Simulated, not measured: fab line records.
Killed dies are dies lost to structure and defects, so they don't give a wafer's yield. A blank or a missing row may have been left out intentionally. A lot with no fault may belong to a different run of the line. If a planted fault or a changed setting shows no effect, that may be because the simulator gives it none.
Split-lot trial	flow gf180mcu	5 lots, 27 wafers read, on a route of 602 steps

ON THE SPLIT
At GF_MIM_SPUTTER_09 (material TiN, target thk 35 nm, time 29.2 s), the setting time s was moved away from the recipe's 29.2 s on 9 of the 27 wafers read, by -39.5% to -28.7%. This setting was run at the recipe's value on the other wafers.

FROM THE SPLIT TO THE READING: what the file shows between them, 2 steps
- GF_MIM_PEB_17
- GF_MIM_DEVELOP_18: develop time 60 s

THE READING
oes product au, in a.u., at GF_MIM_METAL_ETCH_19 (etches the open film in Cl2/BCl3, stops on Si3N4, target depth 324.5 nm, time 54.1 s). Typical for fault-free wafers on this fab line: 0.941 a.u., with standard deviation 0.0057 a.u.

wafer	tool, chamber at the split	time s as run, s	against the recipe	oes product au, a.u.	against lot-mates on the recipe
L074.4	pvd sputter-02, -	29.2	recipe	0.945	-
L074.5	pvd sputter-02, -	29.2	recipe	0.945	-
L074.6	pvd sputter-02, -	29.2	recipe	0.948	-
L076.1	pvd sputter-02, -	29.2	recipe	0.935	-
L076.2	pvd sputter-02, -	29.2	recipe	0.937	-
L076.3	pvd sputter-02, -	29.2	recipe	0.931	-
L076.4	pvd sputter-02, -	29.2	recipe	0.945	-
L076.5	pvd sputter-02, -	29.2	recipe	0.935	-
L076.6	pvd sputter-02, -	29.2	recipe	0.935	-
L078.1	pvd sputter-02, -	29.2	recipe	0.935	-
L078.2	pvd sputter-02, -	17.67	-39.5%	0.916	-0.019
L078.3	pvd sputter-02, -	29.2	recipe	0.934	-
L078.4	pvd sputter-02, -	29.2	recipe	0.935	-
L078.5	pvd sputter-02, -	17.67	-39.5%	0.913	-0.022
L078.6	pvd sputter-02, -	17.67	-39.5%	0.906	-0.029
L079.1	pvd sputter-01, -	20.83	-28.7%	0.916	-0.024
L079.2	pvd sputter-01, -	20.83	-28.7%	0.921	-0.019
L079.3	pvd sputter-01, -	20.83	-28.7%	0.916	-0.024
L079.4	pvd sputter-01, -	29.2	recipe	0.942	-
L079.5	pvd sputter-01, -	29.2	recipe	0.938	-
L079.6	pvd sputter-01, -	29.2	recipe	0.939	-
L085.1	pvd sputter-02, -	20.78	-28.8%	0.923	-0.019
L085.2	pvd sputter-02, -	29.2	recipe	0.937	-
L085.3	pvd sputter-02, -	20.78	-28.8%	0.921	-0.021
L085.4	pvd sputter-02, -	20.78	-28.8%	0.923	-0.019
L085.5	pvd sputter-02, -	29.2	recipe	0.947	-
L085.6	pvd sputter-02, -	29.2	recipe	0.941	-

FIT RESULTS
A straight line over all 27 wafers: oes product au changes by +0.00068 a.u. for each +1% of time s; r = +0.92; the points scatter about the line by 0.0047 a.u.
The same after taking each lot's own level away (the mean of its wafers on the recipe; 27 wafers): +0.000647 a.u. for each +1%; r = +0.95; scatter 0.0035 a.u.
The reading moves by 0.026 a.u. for the largest change in time s, on that fit.
Across the lots, their own levels run from 0.9347 to 0.9460 a.u., a range of 2.0 times the standard deviation given above.
The two slopes agree, so the slope changes little with the lot-to-lot level.
Check: with one of the wafers moved furthest among these (-39.5%) left out of the fit, the line predicts -0.0271 a.u. for it against its lot-mates. Against them it came out at -0.0187 a.u.

THESE WAFERS: OTHER SPLITS
Other splits were also applied to these wafers ahead of the reading. Each is held against what the fit with the lots' levels taken away leaves over:
other split on the same wafers	wafers away from the commonest value	r with oes product au (lot level and that fit taken away)
GF_M4_SPUTTER_02 time s	6	-0.06

THE WHOLE CHAIN: every reading that the file lists as answering this split, in the file's order
step	what it does	reading	change (the file's fit)	r (the file's)
GF_MIM_SPUTTER_09	material TiN, target thk 35 nm, time 29.2 s	TiN_of_MIM_SPUTTER_09.thk nm (the simulator's own value, which no gauge read)	+0.351 nm for each +1% of the setting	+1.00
GF_MIM_METAL_ETCH_19	etches the open film in Cl2/BCl3, stops on Si3N4, target depth 324.5 nm, time 54.1 s	oes product au	+0.000652 a.u. for each +1% of the setting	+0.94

THE FILE'S OWN FIT
oes product au changes by +0.000652 a.u. for each +1% of time s, r = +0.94.
